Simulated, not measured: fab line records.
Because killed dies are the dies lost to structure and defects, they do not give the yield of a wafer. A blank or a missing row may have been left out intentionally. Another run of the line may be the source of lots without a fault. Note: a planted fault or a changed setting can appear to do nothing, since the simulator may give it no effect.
Struck lot and sound lot, side by side | flow gf180mcu | 14 out of 602 route steps
Sound: wafers L939.2, L939.5, L939.6. Wafers struck: L934.1, L934.2, L934.3. At the end, the cause is stated.
Each step with rows lists, per side, the tool, then ch with its chambers, then its first start. Under that, the readings that differ: sound wafers | struck wafers | difference of the means | sigmas: that difference in standard deviations of wafers without a fault.
alike: same words and numbers on both sides, and readings whose means sit less than 2 such deviations apart. not compared: any withheld reading, any reading some wafer has no value for, any bound like >300 that may hide the same value, and any number with overlapping values for which the record gives no deviation.
The two part at a step that has a row with sigmas, a row that says differs or no value, or rows on one side only. Numbers that have no deviation but don't overlap get no sigmas and don't part them. Lack of a reading on every wafer of one side parts them only where that side has two or more wafers.

first, 1 step without rows for these wafers: GF_CONTACT_ETCH_16 (etches BARC in N2/H2).
GF_CONTACT_ETCH_17: etches SiO2 in C4F8/O2/Ar, stops on CoSi2, target depth 860 nm.
  sound on rieDiel-02 ch 0,1; struck on rieDiel-01 ch 0,2,3
  alike: oesProductAu
GF_CONTACT_STRIP_18: strips in O2/N2.
  sound on plasmaAsher-02 ch 0,1, day 22 18:22; struck on plasmaAsher-03 ch 0,1, day 21 01:59
reading          | sound       | struck      | difference | sigmas
heaterPowerW (W) | 293 302 321 | 413 313 394 | +68        | +2
  alike: drypumpMotorCurrentA, oesProductAu
  not compared: rfHoursCounterH
then, 3 steps without rows for these wafers: GF_CONTACT_CLEAN_19 (cleans in SPM); GF_CONTACT_CLEAN_20 (cleans in DIW); GF_CONTACT_CLEAN_21 (cleans in dHF, time 20 s).
GF_CONTACT_SPUTTER_22: material Ti, target thk 15 nm, time 80.02 s.
  sound on pvdSputter-01 at day 22 18:40; struck on pvdSputter-02 at day 21 02:17
  alike: cathodeDcPowerW, chamberPressurePa, throttleValvePct
then, 1 step without rows for these wafers: GF_CONTACT_SPUTTER_23 (material TiN, target thk 10 nm, time 40 s).
GF_CONTACT_CVD_24: deposits W, target thk 300 nm, time 90.339 s.
  sound on cvdW-01 ch 0,1, day 22 18:46; struck on cvdW-01 ch 0,1, day 21 02:23
  alike: heaterPowerW
GF_CONTACT_RS_MEAS_25: measurement is done with a four-point probe.
  sound on filmMetro-03 at day 22 18:53; struck on filmMetro-02 at day 21 02:29
  alike: CONTACT_W_RS
GF_CONTACT_THK_MEAS_26: measures by xrf.
  sound on filmMetro-03 at day 22 19:00; struck on filmMetro-02 at day 21 02:37
  alike: CONTACT_W_THK
GF_CONTACT_CMP_27: polishes, stops on SiO2, t overpolish 15 s, target thk 0 nm.
  sound on cmp-02 ch 0,1,3, day 22 19:09; struck on cmp-02 ch 0,1,2, day 21 02:43
  alike: motorCurrentA, overpolishRunS, retainingRingPressureFrac, timeToEndpointS
GF_M1_SPUTTER_00: material Ti, target thk 37.5 nm, time 150 s.
  sound on pvdSputter-04 at day 22 19:21; struck on pvdSputter-01 at day 21 02:58
  no value came back on the struck wafers for cathodeDcPowerW (W), chamberPressurePa (Pa), throttleValvePct (%); on the sound wafers cathodeDcPowerW (W) reads 4000.1 3999.4 3998.2
then, 1 step without rows for these wafers: GF_M1_SPUTTER_01 (material TiN, target thk 30 nm, time 25 s).

== WHERE THEY PART ==
Earliest at GF_CONTACT_STRIP_18; latest, in this record, at GF_M1_SPUTTER_00.

WHY: the cause the simulator had injected
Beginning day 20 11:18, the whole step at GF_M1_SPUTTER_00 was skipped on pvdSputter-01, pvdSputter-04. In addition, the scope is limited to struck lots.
